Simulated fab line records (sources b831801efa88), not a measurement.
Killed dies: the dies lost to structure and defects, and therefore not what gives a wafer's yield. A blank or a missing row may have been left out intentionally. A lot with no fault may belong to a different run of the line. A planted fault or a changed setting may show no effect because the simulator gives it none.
fab line records | flow gf180mcu
record: lots: 12 wafers: 36 lastDay: 34
route steps=602 shown VT_IMPLANT@110 LVPWELL@138 POLY_GATE@157
lots untouched by any fault: they come from a run of this same line in which no faults occurred
startH: hours from the record's opening day to when the first of the lot's shown wafers began | waitH: time in hours since the lot's previous step | " identical to the entry in the row above | L1.1+2: a single row standing in for several wafers | - either no value or no given start | * or withheld: withheld | < > ~ a bound
route shown NAME@n: NAME is a module with steps in the file, n the number in the route of the first one | usual: the fault-free wafers' mean and standard deviation | same: alike in all rows | chamber/n: place in a boat | sites: each site's reading | _std_site: the standard deviation of these | _edge_site: mean of outer sites minus mean of inner sites | radiusMm: how far each site lies from the wafer's centre | mask NAME#n: copy n | behind: the last tool/chamber to shape the wafer | hold: the reason the lot was held/the length of the hold in hours/how it ended | device: whichever transistor did not switch (one of n, p or np) | end of line: tests run on the same wafers once the route is complete | a step without rows: its recipe alone | killed: dies lost to structure and defects at the first sort, not the wafer's yield | map: shows each die of a wafer: x if killed, . if not, _ if none is there
set.NAME: the run value of the setting; set.NAME@STEP: its run value at that earlier step | model.NAME: the simulator's own value behind a step, which no gauge read
a sample of lots followed through the steps of the route, with each step as a table and each wafer as a row
services: from which hour (startH, from the record's first day; less than 0 if before it) a tool's chamber was out of use, for how many hours, and why
== steps ==
step: GF_VT_IMPLANT_STRIP_20
recipe: chemistry: O2/N2 powerW: 1400 pressureMtorr: 1500 platenTempC: 250 o2FlowSccm: 3000 n2FlowSccm: 300 overashFraction: 0.5
usual: drypumpMotorCurrentA: 5.90/0.24 heaterPowerW: 322/31 oesProductAu: 0.716/0.0039 stripTimeToEndpointS: 12.63/0.041
columns lot.wafer tool chamber startH waitH drypumpMotorCurrentA heaterPowerW oesProductAu rfHoursCounterH stripTimeToEndpointS
L104.1 plasmaAsher-02 0 123.95 0.1 6.05 292 0.718 46 12.59
L104.2 " 1 " " 6.00 341 0.716 46 12.57
L104.6 " 1 " " 5.97 348 0.708 - 12.62
L105.4 plasmaAsher-01 0 130.90 0.1 5.98 318 0.713 - 12.70
L105.5 " 0 " " 6.00 312 0.715 - 12.70
L105.6 " 1 " " 6.16 329 0.721 - 12.68
L106.1 plasmaAsher-02 0 137.35 0.1 6.04 286 0.704 47 12.70
L106.2 " 1 " " 5.95 349 0.711 47 12.71
L106.5 " 0 " " 6.01 283 0.718 - 12.69
L107.1 plasmaAsher-01 1 145.31 0.1 6.15 331 0.712 35 12.65
L107.4 " 0 " " 5.99 333 0.719 - 12.64
L107.6 " 0 " " 5.98 314 0.720 - 12.65
L108.2 plasmaAsher-02 1 150.56 0.1 5.97 346 0.722 48 12.53
L108.5 " 0 " " 6.03 285 0.715 - 12.53
L108.6 " 1 " " 5.95 347 0.719 - 12.56
L114.2 plasmaAsher-02 0 198.91 0.1 6.02 283 0.720 54 12.61
L114.5 " 0 " " 6.03 286 0.720 - 12.61
L114.6 " 1 " " 5.96 354 0.713 - 12.63
L116.2 plasmaAsher-03 0 205.23 0.1 5.47 373 0.718 61 12.65
L116.3 " 0 " " 5.46 374 0.717 - 12.65
L116.4 " 1 " " 5.49 286 0.718 - 12.65
L119.2 plasmaAsher-02 0 226.00 0.1 6.03 286 0.720 57 12.64
L119.3 " 1 " " 5.95 352 0.719 - 12.61
L119.6 " 0 " " 6.02 291 0.704 - 12.64
L121.2 plasmaAsher-02 1 238.30 0.1 5.94 351 0.719 60 12.64
L121.5 " 0 " " 6.03 282 0.715 - 12.66
L121.6 " 1 " " 5.97 347 0.716 - 12.65
L122.1 plasmaAsher-02 1 244.78 0.1 5.97 339 0.720 61 12.61
L122.2 " 0 " " 6.01 285 0.708 61 12.62
L122.4 " 0 " " 6.04 284 0.715 - 12.60
L124.1 plasmaAsher-01 0 250.56 0.1 6.01 312 0.719 44 12.66
L124.2 " 1 " " 6.14 317 0.717 44 12.65
L124.3 " 0 " " 5.99 315 0.714 - 12.63
L127.1 plasmaAsher-02 0 270.43 0.1 6.02 292 0.714 64 12.57
L127.4 " 0 " " 6.04 292 0.714 - 12.57
L127.5 " 1 " " 5.92 355 0.721 - 12.63
step: GF_VT_IMPLANT_TW_MEAS_21
usual: VT_IMPLANT_2_TW: 1220/8.7
columns lot.wafer tool chamber startH waitH VT_IMPLANT_2_TW
L104.1 filmMetro-03 - 124.05 0.1 1211
L104.2 " - " " 1210
L104.6 " - " " 1207
L105.4 filmMetro-03 - 130.99 0.1 1210
L105.5 " - " " 1217
L105.6 " - " " 1215
L106.1 filmMetro-03 - 137.45 0.1 1212
L106.2 " - " " 1209
L106.5 " - " " 1206
L107.1 filmMetro-04 - 145.41 0.1 1235
L107.4 " - " " 1232
L107.6 " - " " 1230
L108.2 filmMetro-01 - 150.67 0.1 1208
L108.5 " - " " 1207
L108.6 " - " " 1216
L114.2 filmMetro-04 - 199.02 0.1 1217
L114.5 " - " " 1226
L114.6 " - " " 1225
L116.2 filmMetro-04 - 205.34 0.1 1216
L116.3 " - " " 1214
L116.4 " - " " 1217
L119.2 filmMetro-03 - 226.11 0.1 1233
L119.3 " - " " 1230
L119.6 " - " " 1227
L121.2 filmMetro-04 - 238.41 0.1 1215
L121.5 " - " " 1220
L121.6 " - " " 1225
L122.1 filmMetro-03 - 244.88 0.1 1235
L122.2 " - " " 1228
L122.4 " - " " 1235
L124.1 filmMetro-01 - 250.66 0.1 1215
L124.2 " - " " 1221
L124.3 " - " " 1215
L127.1 filmMetro-01 - 270.53 0.1 1225
L127.4 " - " " 1222
L127.5 " - " " 1211
step: GF_VT_IMPLANT_RS_MEAS_48
recipe: thkMeasGauge: four-point-probe
usual: LVPWELL_RS: 1196/3.3
columns lot.wafer tool chamber startH waitH LVPWELL_RS[ohm/sq]
L104.1 filmMetro-03 - 155.10 0.1 1198
L104.2 " - " " 1196
L104.6 " - " " 1199
L105.4 filmMetro-02 - 162.55 0.1 1200
L105.5 " - " " 1198
L105.6 " - " " 1199
L106.1 filmMetro-03 - 169.96 0.1 1191
L106.2 " - " " 1195
L106.5 " - " " 1194
L107.1 filmMetro-04 - 177.36 0.1 1194
L107.4 " - " " 1198
L107.6 " - " " 1196
L108.2 filmMetro-03 - 183.82 0.1 1196
L108.5 " - " " 1195
L108.6 " - " " 1195
L114.2 filmMetro-03 - 234.18 0.1 1197
L114.5 " - " " 1201
L114.6 " - " " 1201
L116.2 filmMetro-04 - 241.25 0.1 1193
L116.3 " - " " 1194
L116.4 " - " " 1192
L119.2 filmMetro-03 - 263.57 0.1 1196
L119.3 " - " " 1197
L119.6 " - " " 1193
L121.2 filmMetro-03 - 276.86 0.1 1193
L121.5 " - " " 1191
L121.6 " - " " 1192
L122.1 filmMetro-03 - 282.99 0.1 1202
L122.2 " - " " 1198
L122.4 " - " " 1200
L124.1 filmMetro-02 - 290.70 0.1 1193
L124.2 " - " " 1197
L124.3 " - " " 1196
L127.1 filmMetro-02 - 311.85 0.1 1193
L127.4 " - " " 1199
L127.5 " - " " 1199
step: GF_POLY_GATE_CVD_00
recipe: material: poly-Si targetThkNm: 200 tempC: 623 timeS: 1200 pressureMtorr: 200
usual: pressureMtorr: 200.0/0.37 spikeTcLowerC: 623.9/1.3
columns lot.wafer tool chamber startH waitH pressureMtorr spikeTcLowerC
L104.1 lpcvd-01 0 175.46 0.0 200.0 624.3
L104.2 " 0 " " 199.7 622.5
L104.6 " 0 " " 200.0 624.5
L105.4 lpcvd-02 1 182.59 0.0 200.1 623.9
L105.5 " 1 " " 199.6 623.3
L105.6 " 1 " " 199.6 622.9
L106.1 lpcvd-01 0 191.35 0.0 199.7 623.2
L106.2 " 0 " " 199.7 624.8
L106.5 " 0 " " 200.1 620.9
L107.1 lpcvd-01 0 198.07 0.0 200.2 621.2
L107.4 " 0 " " 199.3 625.4
L107.6 " 0 " " 200.1 621.1
L108.2 lpcvd-01 1 204.35 0.0 200.7 622.8
L108.5 " 1 " " 200.9 623.8
L108.6 " 1 " " 200.5 623.2
L114.2 lpcvd-02 1 258.32 0.7 240.1 623.6
L114.5 " 1 " " 239.3 623.6
L114.6 " 1 " " 239.6 623.3
L116.2 lpcvd-02 0 263.48 0.0 240.0 623.4
L116.3 " 0 " " 240.5 625.4
L116.4 " 0 " " 240.1 626.7
L119.2 lpcvd-01 0 289.03 0.0 201.1 622.7
L119.3 " 0 " " 199.9 623.9
L119.6 " 0 " " 200.3 622.9
L121.2 lpcvd-01 0 301.07 0.8 199.8 622.1
L121.5 " 0 " " 199.1 623.4
L121.6 " 0 " " 199.9 623.8
L122.1 lpcvd-01 0 307.06 0.0 199.6 620.7
L122.2 " 0 " " 200.3 622.1
L122.4 " 0 " " 199.5 623.9
L124.1 lpcvd-01 0 315.21 0.0 200.3 622.0
L124.2 " 0 " " 200.3 622.8
L124.3 " 0 " " 199.8 622.6
L127.1 lpcvd-02 1 338.01 0.0 200.6 623.6
L127.4 " 1 " " 199.5 623.1
L127.5 " 1 " " 200.2 622.3
step: GF_POLY_GATE_THK_MEAS_01
recipe: reads: poly-Si_of_POLY_GATE_CVD_00
usual: POLY_GATE_CVD_00_THK: 213.6/1.6
columns lot.wafer tool chamber startH waitH POLY_GATE_CVD_00_THK[nm]
L104.1 filmMetro-01 - 177.46 0.0 215.9
L104.2 " - " " 216.8
L104.6 " - " " 214.9
L105.4 filmMetro-02 - 183.95 0.0 213.0
L105.5 " - " " 212.4
L105.6 " - " " 212.7
L106.1 filmMetro-02 - 192.68 0.0 212.7
L106.2 " - " " 214.0
L106.5 " - " " 212.7
L107.1 filmMetro-01 - 199.40 0.0 212.7
L107.4 " - " " 211.3
L107.6 " - " " 212.0
L108.2 filmMetro-01 - 205.69 0.0 215.1
L108.5 " - " " 214.2
L108.6 " - " " 214.7
L114.2 filmMetro-02 - 259.66 0.0 234.3
L114.5 " - " " 234.8
L114.6 " - " " 232.6
L116.2 filmMetro-03 - 264.83 0.0 234.2
L116.3 " - " " 236.2
L116.4 " - " " 235.3
L119.2 filmMetro-03 - 290.38 0.0 215.8
L119.3 " - " " 215.1
L119.6 " - " " 215.6
L121.2 filmMetro-02 - 302.41 0.0 213.4
L121.5 " - " " 214.3
L121.6 " - " " 215.3
L122.1 filmMetro-03 - 308.39 0.0 214.5
L122.2 " - " " 213.3
L122.4 " - " " 214.0
L124.1 filmMetro-03 - 316.54 0.0 214.5
L124.2 " - " " 214.4
L124.3 " - " " 214.1
L127.1 filmMetro-01 - 339.35 0.0 213.7
L127.4 " - " " 214.7
L127.5 " - " " 215.9
== services ==
columns tool chamber startH hours kind
lpcvd-02 - 101.85 2.8 pm
lpcvd-01 - 108.56 14.6 pm
plasmaAsher-01 - 123.65 0.8 repair
lpcvd-02 - 145.23 0.6 repair
plasmaAsher-03 - 216.35 2.8 repair
plasmaAsher-01 - 217.31 23.9 repair
plasmaAsher-03 - 262.51 2.7 repair
plasmaAsher-03 - 265.25 2.8 pm
plasmaAsher-03 - 288.81 4.3 pm
lpcvd-02 - 296.36 6.0 pm
plasmaAsher-01 - 311.74 3.1 repair
== key ==
firstSign: step: GF_POLY_GATE_CVD_00 reading: pressureMtorr direction: up sigmas: 99+ usual: 200.0 struck: 239.9
effect: step: GF_POLY_GATE_THK_MEAS_01 reading: POLY_GATE_CVD_00_THK direction: up sigmas: 13 usual: 213.6 struck: 234.6
metAt GF_POLY_GATE_CVD_00
struckLots L114,L116
testerLeftOut L114,L116
notActingAt GF_VT_IMPLANT_STRIP_20,GF_VT_IMPLANT_TW_MEAS_21,GF_VT_IMPLANT_RS_MEAS_48
onsetBetween 182.59 258.32
fault: kind: processParameterDrift tool: lpcvd-02 chamber: - onsetH: 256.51 steps: GF_POLY_GATE_CVD_00 channel: pressureMtorr offset: 40 shape: step endH: 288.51 actsIn: theseRecipesOnly stated: 200
testerLeftOut: of these lots the tester's yield and bins aren't shown, on N5 and GAA mostly nor the transistor test; their killed dies are dies lost to structure and defects alone, not to doping, threshold or leakage, so they don't give the yield
